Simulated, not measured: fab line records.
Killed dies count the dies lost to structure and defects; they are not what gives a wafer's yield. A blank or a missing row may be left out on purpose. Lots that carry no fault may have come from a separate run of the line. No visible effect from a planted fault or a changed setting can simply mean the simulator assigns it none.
Lot-split experiment :: flow sky130 :: 12 wafers read across 5 lots, on a route 708 steps long

THE SPLIT ITSELF
At SKY_LOCAL_INTERCONNECT_COAT_06 (resist thk 450 nm), the setting resist thk nm was moved away from the recipe's 450 nm on 5 of the 12 wafers read, by -5.2% to +4.9%. This setting was run at the recipe's value on the other wafers.

FROM THE SPLIT TO THE READING: what the file shows between them, 3 steps
- SKY_LOCAL_INTERCONNECT_SOFTBAKE_07: time 90 s
- SKY_LOCAL_INTERCONNECT_EXPOSE_08: exposes mask LI1M, target cd 170 nm
- SKY_LOCAL_INTERCONNECT_ETCH_13: etches BARC in N2/H2, stops on SiO2, time 45.9 s, target depth 60 nm

THE READING
KrF-thick_of_LOCAL_INTERCONNECT_COAT_06.thk nm (the simulator's own value, which no gauge read), in nm, at SKY_LOCAL_INTERCONNECT_METAL_ETCH_14 (etches TiN in Cl2/BCl3, stops on PSG, target depth 110 nm, time 31.4 s). There is no usual value for it anywhere in the file. Average 347.6 nm, standard deviation 3.8 nm, over the 7 wafers here run with the recipe.

wafer: L075.3
tool, chamber at the split: litho track-03, 0
resist thk nm as run, nm: 450
against the recipe: recipe
KrF-thick_of_LOCAL_INTERCONNECT_COAT_06.thk nm, nm: 348.2
against lot-mates on the recipe: -

wafer: L075.4
tool, chamber at the split: litho track-03, 0
resist thk nm as run, nm: 426.7
against the recipe: -5.2%
KrF-thick_of_LOCAL_INTERCONNECT_COAT_06.thk nm, nm: 325.6
against lot-mates on the recipe: -22.6

wafer: L078.4
tool, chamber at the split: litho track-03, 0
resist thk nm as run, nm: 466.9
against the recipe: +3.8%
KrF-thick_of_LOCAL_INTERCONNECT_COAT_06.thk nm, nm: 367.4
against lot-mates on the recipe: no lot-mate on the recipe

wafer: L078.5
tool, chamber at the split: litho track-03, 0
resist thk nm as run, nm: 466.9
against the recipe: +3.8%
KrF-thick_of_LOCAL_INTERCONNECT_COAT_06.thk nm, nm: 366.4
against lot-mates on the recipe: no lot-mate on the recipe

wafer: L079.1
tool, chamber at the split: litho track-03, 0
resist thk nm as run, nm: 472.2
against the recipe: +4.9%
KrF-thick_of_LOCAL_INTERCONNECT_COAT_06.thk nm, nm: 375.4
against lot-mates on the recipe: +22.8

wafer: L079.3
tool, chamber at the split: litho track-03, 0
resist thk nm as run, nm: 450
against the recipe: recipe
KrF-thick_of_LOCAL_INTERCONNECT_COAT_06.thk nm, nm: 352.3
against lot-mates on the recipe: -

wafer: L079.5
tool, chamber at the split: litho track-03, 0
resist thk nm as run, nm: 450
against the recipe: recipe
KrF-thick_of_LOCAL_INTERCONNECT_COAT_06.thk nm, nm: 352.9
against lot-mates on the recipe: -

wafer: L080.1
tool, chamber at the split: litho track-01, 0
resist thk nm as run, nm: 450
against the recipe: recipe
KrF-thick_of_LOCAL_INTERCONNECT_COAT_06.thk nm, nm: 343.2
against lot-mates on the recipe: -

wafer: L080.4
tool, chamber at the split: litho track-01, 0
resist thk nm as run, nm: 450
against the recipe: recipe
KrF-thick_of_LOCAL_INTERCONNECT_COAT_06.thk nm, nm: 343.5
against lot-mates on the recipe: -

wafer: L080.5
tool, chamber at the split: litho track-01, 0
resist thk nm as run, nm: 450
against the recipe: recipe
KrF-thick_of_LOCAL_INTERCONNECT_COAT_06.thk nm, nm: 344.1
against lot-mates on the recipe: -

wafer: L081.4
tool, chamber at the split: litho track-02, 0
resist thk nm as run, nm: 450
against the recipe: recipe
KrF-thick_of_LOCAL_INTERCONNECT_COAT_06.thk nm, nm: 348.8
against lot-mates on the recipe: -

wafer: L081.6
tool, chamber at the split: litho track-02, 0
resist thk nm as run, nm: 428.8
against the recipe: -4.7%
KrF-thick_of_LOCAL_INTERCONNECT_COAT_06.thk nm, nm: 326.7
against lot-mates on the recipe: -22.1

THE FIT
A straight line over all 12 wafers: KrF-thick_of_LOCAL_INTERCONNECT_COAT_06.thk nm changes by +4.85 nm for each +1% of resist thk nm; r = +0.98; the points scatter about the line by 3.5 nm.
The same after taking each lot's own level away (the mean of its wafers on the recipe; 10 wafers): +4.55 nm for each +1%; r = +1.00; scatter 0.51 nm.
The reading moves by 24 nm for the largest change in resist thk nm, on that fit.
Across the lots, their own levels run from 343.60 to 352.60 nm, a range of 2.4 times the standard deviation given above.
The two slopes are in agreement: the lot-to-lot level therefore moves the slope only a little.
Check: -24.1 nm against its lot-mates is what the line predicts for one of the wafers moved furthest among these (-5.2%) when that wafer is left out of the fit. It came out at -22.6 nm against them.

OTHER SPLITS APPLIED TO THESE WAFERS
Before the reading, these wafers also passed through other splits. Each is held against what the fit with the lots' levels taken away leaves over:
other split on the same wafers: SKY_SD_N_COAT_02 spin rpm
wafers away from the commonest value: 0
r with KrF-thick_of_LOCAL_INTERCONNECT_COAT_06.thk nm (lot level and that fit taken away): -

other split on the same wafers: SKY_SD_N_STRIP_11 o2 flow sccm
wafers away from the commonest value: 5
r with KrF-thick_of_LOCAL_INTERCONNECT_COAT_06.thk nm (lot level and that fit taken away): +0.56

other split on the same wafers: SKY_LI_CONTACT_HDPCVD_00 time s
wafers away from the commonest value: 1
r with KrF-thick_of_LOCAL_INTERCONNECT_COAT_06.thk nm (lot level and that fit taken away): +0.27

other split on the same wafers: SKY_LI_CONTACT_EXPOSE_09 dose mj
wafers away from the commonest value: 6
r with KrF-thick_of_LOCAL_INTERCONNECT_COAT_06.thk nm (lot level and that fit taken away): +0.05

other split on the same wafers: SKY_LI_CONTACT_ETCH_14 source w
wafers away from the commonest value: 4
r with KrF-thick_of_LOCAL_INTERCONNECT_COAT_06.thk nm (lot level and that fit taken away): +0.27

other split on the same wafers: SKY_LOCAL_INTERCONNECT_SPUTTER_00 power w
wafers away from the commonest value: 0
r with KrF-thick_of_LOCAL_INTERCONNECT_COAT_06.thk nm (lot level and that fit taken away): -

THE WHOLE CHAIN: every reading that the file lists as answering this split, in the file's order
step: SKY_LOCAL_INTERCONNECT_COAT_06
what it does: resist thk 450 nm
reading: KrF-thick_of_LOCAL_INTERCONNECT_COAT_06.thk nm (the simulator's own value, which no gauge read)
change (the file's fit): +4.54 nm for each +1% of the setting
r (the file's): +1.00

step: SKY_LOCAL_INTERCONNECT_METAL_ETCH_14
what it does: etches TiN in Cl2/BCl3, stops on PSG, target depth 110 nm, time 31.4 s
reading: KrF-thick_of_LOCAL_INTERCONNECT_COAT_06.thk nm (the simulator's own value, which no gauge read)
change (the file's fit): +4.56 nm for each +1% of the setting
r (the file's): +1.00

step: SKY_LOCAL_INTERCONNECT_STRIP_15
what it does: strips in O2/N2
reading: strip time to endpoint s
change (the file's fit): withheld for each +1% of the setting
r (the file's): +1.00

THE FILE'S OWN FIT
KrF-thick_of_LOCAL_INTERCONNECT_COAT_06.thk nm changes by +4.56 nm for each +1% of resist thk nm, r = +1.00.
